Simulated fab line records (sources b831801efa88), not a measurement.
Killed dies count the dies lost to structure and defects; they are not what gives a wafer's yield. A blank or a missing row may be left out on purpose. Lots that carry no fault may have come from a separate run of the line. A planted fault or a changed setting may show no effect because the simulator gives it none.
fab line records    flow gf180mcu
record: lots: 7  wafers: 21  lastDay: 34
route steps=602 shown SALICIDE@286 CONTACT@287
lots that met no fault: from a run of the same line without faults
startH: hours from the record's first day to the start of the lot's first wafer shown    waitH: time in hours since the lot's previous step    " identical to the entry in the row above    L1.1+2: several wafers, shown together as one row    - no value present, or no start provided    * or withheld: withheld    < > ~ a bound
route shown NAME@n: names a module that has steps shown in the file, with the first one's number in the route    usual: mean/standard deviation of fault-free wafers    same: alike in all rows    chamber/n: place in a boat    sites: the reading at each site    _std_site: standard deviation across them    _edge_site: inner sites' mean taken away from outer sites' mean    radiusMm: how far each site lies from the wafer's centre    mask NAME#n: copy n    behind: the most recent tool/chamber to have shaped the wafer    hold: why the lot was held/for how many hours/how that ended    device: the transistor (n, p or np) that didn't switch    end of line: tests run on the same wafers once the route is complete    a step with no rows: only its recipe    killed: at the first sort, the dies lost to defects and structure; wafer yield is something else    map: a wafer's dies, x killed, . not, _ none there
set.NAME: the setting that was run; set.NAME@STEP: the one run at that earlier step    model.NAME: the simulator's own value behind a step, which no gauge read
lots seen at some steps along the route; tables by step, rows by wafer
services: a tool's chamber out of use, with start hour (startH, from the record's first day; less than 0 if before it), hours out, and reason
== steps ==
step: GF_SALICIDE_RTA_08
recipe: tempC: 800  timeS: 30  ambient: N2
usual: annealTempCMax: 803.0/0.59  lampPowerPct: 16.6/0.73  wafer_temp_C_max: 804.2/1.5
lot.wafer  tool          chamber  startH  waitH  annealTempCMax  lampPowerPct  wafer_temp_C_max
L635.1     rtpAnneal-02  0        362.20  0.0    803.0           17.4          803.0
L635.2     "             0        "       "      803.2           17.5          803.5
L635.5     "             0        "       "      802.7           17.4          802.4
L642.2     rtpAnneal-02  0        413.88  0.0    802.9           17.4          802.5
L642.5     "             0        "       "      803.1           17.4          802.8
L642.6     "             0        "       "      803.6           17.5          804.2
L643.1     rtpAnneal-01  0        422.99  0.0    803.6           16.0          805.2
L643.4     "             0        "       "      802.7           16.0          805.3
L643.6     "             0        "       "      803.9           15.9          805.8
L644.4     rtpAnneal-02  0        429.27  0.1    802.7           17.4          803.3
L644.5     "             0        "       "      803.3           17.4          802.7
L644.6     "             0        "       "      802.4           17.5          802.7
L653.2     rtpAnneal-01  0        498.11  0.0    803.2           16.0          805.2
L653.3     "             0        "       "      802.2           16.0          806.3
L653.4     "             0        "       "      803.5           16.0          804.2
L654.2     rtpAnneal-01  0        509.12  0.0    802.7           16.0          805.0
L654.5     "             0        "       "      802.5           16.0          805.8
L654.6     "             0        "       "      802.7           16.0          806.7
L655.2     rtpAnneal-01  0        519.95  0.0    802.4           15.9          804.1
L655.4     "             0        "       "      801.6           15.9          807.1
L655.6     "             0        "       "      803.3           16.0          805.3
step: GF_CONTACT_CVD_00
recipe: material: SiO2  targetThkNm: 300  sigmaOpenFrac: 0.3  tempC: 400  timeS: 50  sih4FlowSccm: 60  pressureMtorr: 6
step: GF_CONTACT_THK_MEAS_01
recipe: reads: SiO2_of_CONTACT_CVD_00
usual: CONTACT_CVD_00_THK: 300/3.2
lot.wafer  tool          chamber  startH  waitH  CONTACT_CVD_00_THK[nm]
L635.1     filmMetro-04  -        362.34  0.0    299
L635.2     "             -        "       "      296
L635.5     "             -        "       "      297
L642.2     filmMetro-01  -        414.02  0.0    301
L642.5     "             -        "       "      301
L642.6     "             -        "       "      297
L643.1     filmMetro-04  -        423.14  0.0    305
L643.4     "             -        "       "      303
L643.6     "             -        "       "      306
L644.4     filmMetro-04  -        429.42  0.0    300
L644.5     "             -        "       "      306
L644.6     "             -        "       "      298
L653.2     filmMetro-02  -        498.25  0.0    296
L653.3     "             -        "       "      299
L653.4     "             -        "       "      301
L654.2     filmMetro-02  -        509.26  0.0    304
L654.5     "             -        "       "      303
L654.6     "             -        "       "      302
L655.2     filmMetro-01  -        520.09  0.0    301
L655.4     "             -        "       "      298
L655.6     "             -        "       "      302
step: GF_CONTACT_CVD_02
recipe: material: SiO2  targetThkNm: 860  precursor: TEOS  tempC: 400  timeS: 95.992  rfW: 600
usual: heaterPowerW: 660/81  susceptorTempC: 400.00/0.22
lot.wafer  tool      chamber  startH  waitH  heaterPowerW  sinceWetCleanH  susceptorTempC
L635.1     pecvd-04  0        362.40  0.1    547           188             399.80
L635.2     "         2        "       "      606           188             400.31
L635.5     "         0        "       "      611           -               399.87
L642.2     pecvd-04  2        414.07  0.0    750           239             399.94
L642.5     "         0        "       "      529           -               400.06
L642.6     "         2        "       "      624           -               399.93
L643.1     pecvd-03  0        423.20  0.1    652           665             399.59
L643.4     "         0        "       "      716           -               399.65
L643.6     "         1        "       "      686           -               400.24
L644.4     pecvd-04  0        429.48  0.1    668           -               399.99
L644.5     "         1        "       "      590           -               399.88
L644.6     "         2        "       "      757           -               399.74
L653.2     pecvd-04  2        498.30  0.0    673           324             400.08
L653.3     "         1        "       "      613           324             400.05
L653.4     "         1        "       "      639           -               400.09
L654.2     pecvd-04  1        509.31  0.0    688           335             399.98
L654.5     "         1        "       "      544           -               399.85
L654.6     "         2        "       "      596           -               399.94
L655.2     pecvd-04  1        520.14  0.0    590           346             400.02
L655.4     "         2        "       "      611           -               399.83
L655.6     "         1        "       "      630           -               400.39
step: GF_CONTACT_THK_MEAS_03
recipe: reads: SiO2_of_CONTACT_CVD_02
usual: CONTACT_CVD_02_THK: 865/12
lot.wafer  tool          chamber  startH  waitH  CONTACT_CVD_02_THK[nm]
L635.1     filmMetro-02  -        362.47  0.0    872
L635.2     "             -        "       "      858
L635.5     "             -        "       "      882
L642.2     filmMetro-04  -        414.15  0.0    866
L642.5     "             -        "       "      882
L642.6     "             -        "       "      870
L643.1     filmMetro-04  -        423.30  0.1    864
L643.4     "             -        "       "      875
L643.6     "             -        "       "      868
L644.4     filmMetro-01  -        429.58  0.1    891
L644.5     "             -        "       "      877
L644.6     "             -        "       "      885
L653.2     filmMetro-04  -        498.38  0.0    872
L653.3     "             -        "       "      875
L653.4     "             -        "       "      880
L654.2     filmMetro-02  -        509.39  0.0    852
L654.5     "             -        "       "      876
L654.6     "             -        "       "      886
L655.2     filmMetro-01  -        520.22  0.0    850
L655.4     "             -        "       "      868
L655.6     "             -        "       "      861
step: GF_CONTACT_CMP_04
recipe: material: SiO2  downForcePsi: 4  platenRpm: 60  padVelocityMS: 0.94248
usual: headPressurePsi: 3.998/0.0086  motorCurrentA: 11.9/1.5  retainingRingPressureFrac: 0.999/0.0052  timeToEndpointS: 111/5.8
lot.wafer  tool    chamber  startH  waitH  headPressurePsi  motorCurrentA  retainingRingPressureFrac  timeToEndpointS
L635.1     cmp-02  3        362.53  0.1    4.007            14.2           0.998                      110
L635.2     "       2        "       "      4.007            13.1           1.000                      106
L635.5     "       0        "       "      3.990            12.4           0.998                      112
L642.2     cmp-02  3        414.35  0.2    4.001            14.9           0.991                      109
L642.6     "       0        "       "      3.995            11.7           0.994                      107
L642.5     "       1        "       "      4.000            11.4           1.003                      123
L643.4     cmp-02  0        423.36  0.0    3.992            12.2           0.992                      111
L643.1     "       2        "       "      3.994            13.9           1.014                      113
L643.6     "       0        "       "      3.995            12.1           0.994                      110
L644.4     cmp-01  3        429.88  0.3    3.996            9.7            0.993                      118
L644.6     "       0        "       "      4.013            11.4           1.000                      120
L644.5     "       1        "       "      3.997            10.2           0.998                      110
L653.2     cmp-01  0        498.43  0.0    4.004            10.9           0.997                      117
L653.4     "       1        "       "      3.988            10.7           0.996                      118
L653.3     "       3        "       "      4.006            11.2           0.999                      116
L654.2     cmp-01  0        509.54  0.1    3.989            11.2           1.003                      110
L654.6     "       2        "       "      3.995            14.0           0.995                      121
L654.5     "       3        "       "      4.005            10.1           1.005                      116
L655.2     cmp-02  1        520.27  0.0    4.000            11.2           0.999                      108
L655.4     "       2        "       "      3.985            12.8           0.997                      107
L655.6     "       1        "       "      4.002            11.3           1.001                      111
step: GF_CONTACT_BOW_MEAS_05
recipe: mode: bow
usual: CONTACT_BOW: 66/7.1
lot.wafer  tool          chamber  startH  waitH  CONTACT_BOW[um]
L635.1     filmMetro-02  -        362.83  0.2    59
L635.2     "             -        "       "      60
L635.5     "             -        "       "      69
L642.2     filmMetro-04  -        414.52  0.1    74
L642.5     "             -        "       "      64
L642.6     "             -        "       "      59
L643.1     filmMetro-02  -        423.66  0.1    61
L643.4     "             -        "       "      62
L643.6     "             -        "       "      67
L644.4     filmMetro-01  -        430.09  0.2    69
L644.5     "             -        "       "      57
L644.6     "             -        "       "      63
L653.2     filmMetro-01  -        498.75  0.3    59
L653.3     "             -        "       "      67
L653.4     "             -        "       "      61
L654.2     filmMetro-04  -        509.76  0.2    54
L654.5     "             -        "       "      69
L654.6     "             -        "       "      64
L655.2     filmMetro-04  -        520.59  0.3    61
L655.4     "             -        "       "      69
L655.6     "             -        "       "      69
step: GF_CONTACT_DEHYDRATE_06
recipe: tempC: 200  timeS: 60
step: GF_CONTACT_HMDS_07
recipe: primeTimeS: 60  primeTempC: 120
step: GF_CONTACT_COAT_08
recipe: resist: BARC  tempC: withheld  timeS: withheld  spinRpm: withheld  resistThkNm: withheld
step: GF_CONTACT_COAT_09
recipe: resist: KrF  spinRpm: withheld  resistThkNm: 1000
step: GF_CONTACT_SOFTBAKE_10
recipe: tempC: 130  timeS: 60  resist: KrF
step: GF_CONTACT_EXPOSE_11
recipe: maskId: Contact  targetCdNm: 220  na: 0.68  sourceShape: conventional  sigmaOuter: 0.6  doseMj: 38
usual: exposureDoseMJCm2: 37.98/0.05  focusOffsetNm: 0.0/0.51
lot.wafer  tool           chamber  startH  waitH  mask       exposureDoseMJCm2  focusOffsetNm
L635.1     krfScanner-01  0        373.63  -      Contact#0  37.94              -0.4
L635.2     "              0        "       "      Contact#0  37.94              -0.4
L635.5     "              0        "       "      Contact#0  37.91              -0.1
L642.2     krfScanner-02  -        426.41  -      Contact#0  -                  -
L642.5     "              -        "       "      Contact#0  -                  -
L642.6     "              -        "       "      Contact#0  -                  -
L643.1     krfScanner-01  -        436.33  -      Contact#0  -                  -
L643.4     "              -        "       "      Contact#0  -                  -
L643.6     "              -        "       "      Contact#0  -                  -
L644.4     krfScanner-02  -        442.20  -      Contact#0  -                  -
L644.5     "              -        "       "      Contact#0  -                  -
L644.6     "              -        "       "      Contact#0  -                  -
L653.2     krfScanner-01  0        511.04  -      Contact#0  37.92              0.1
L653.3     "              0        "       "      Contact#0  37.90              -0.5
L653.4     "              0        "       "      Contact#0  37.89              -0.4
L654.2     krfScanner-01  0        521.52  -      Contact#0  37.92              -0.2
L654.5     "              0        "       "      Contact#0  37.97              1.0
L654.6     "              0        "       "      Contact#0  37.90              0.0
L655.2     krfScanner-02  0        532.65  -      Contact#0  38.07              0.7
L655.4     "              0        "       "      Contact#0  37.98              0.7
L655.6     "              0        "       "      Contact#0  38.09              0.0
step: GF_CONTACT_PEB_12
recipe: pebTempC: 135  pebTimeS: 90  resist: KrF
== services ==
tool           chamber  startH  hours  kind
cmp-02         -        346.11  0.3    repair
cmp-01         -        347.03  1.4    repair
pecvd-04       -        348.18  6.0    pm
krfScanner-01  -        363.02  2.0    repair
krfScanner-01  -        390.26  1.0    pm
krfScanner-02  -        392.64  2.1    repair
krfScanner-01  -        396.95  4.0    pm
cmp-01         -        401.94  3.8    pm
krfScanner-02  -        402.00  0.8    pm
cmp-01         -        405.73  4.0    pm
krfScanner-01  -        408.56  1.3    pm
krfScanner-01  -        414.31  0.9    repair
cmp-01         -        433.32  3.1    repair
krfScanner-02  -        435.10  3.3    repair
cmp-02         -        439.98  1.4    repair
cmp-02         -        441.13  1.2    repair
krfScanner-01  -        450.05  0.8    pm
rtpAnneal-02   -        455.08  4.1    pm
cmp-02         -        456.91  15.7   pm
krfScanner-02  -        461.78  1.3    pm
krfScanner-02  -        469.11  4.0    pm
cmp-01         -        501.92  1.3    repair
krfScanner-02  -        505.69  1.0    pm
krfScanner-02  -        520.47  3.6    pm
== key ==
firstSign: step: GF_CONTACT_EXPOSE_11  reading: toolRecord  direction: missing
effect none on later readings
metAt GF_CONTACT_EXPOSE_11
struckWafers L642.2,L642.5,L642.6,L643.1,L643.4,L643.6,L644.4,L644.5,L644.6
laterRowsLeftOut L642.2,L642.5,L642.6,L643.1,L643.4,L643.6,L644.4,L644.5,L644.6
sortLeftOut L642.2,L642.5,L642.6,L643.1,L643.4,L643.6,L644.4,L644.5,L644.6
testerLeftOut L642,L643,L644
onsetBetween 373.63 426.41
fault: kind: skippedStepWhole  tool: krfScanner-01,krfScanner-02  chamber: -  onsetH: 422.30  steps: GF_CONTACT_EXPOSE_11  scope: struckLotsOnly
testerLeftOut: of these lots the tester's yield and bins aren't shown, on N5 and GAA mostly nor the transistor test; their killed dies are dies lost to structure and defects alone, not to doping, threshold or leakage, so they don't give the yield
sortLeftOut: the simulated sort isn't trusted on such a fault, so these wafers' sort isn't shown, and their yield isn't known
laterRowsLeftOut: the simulator's readings of these wafers behind a module that went badly wrong aren't trusted and aren't shown, but for the sort
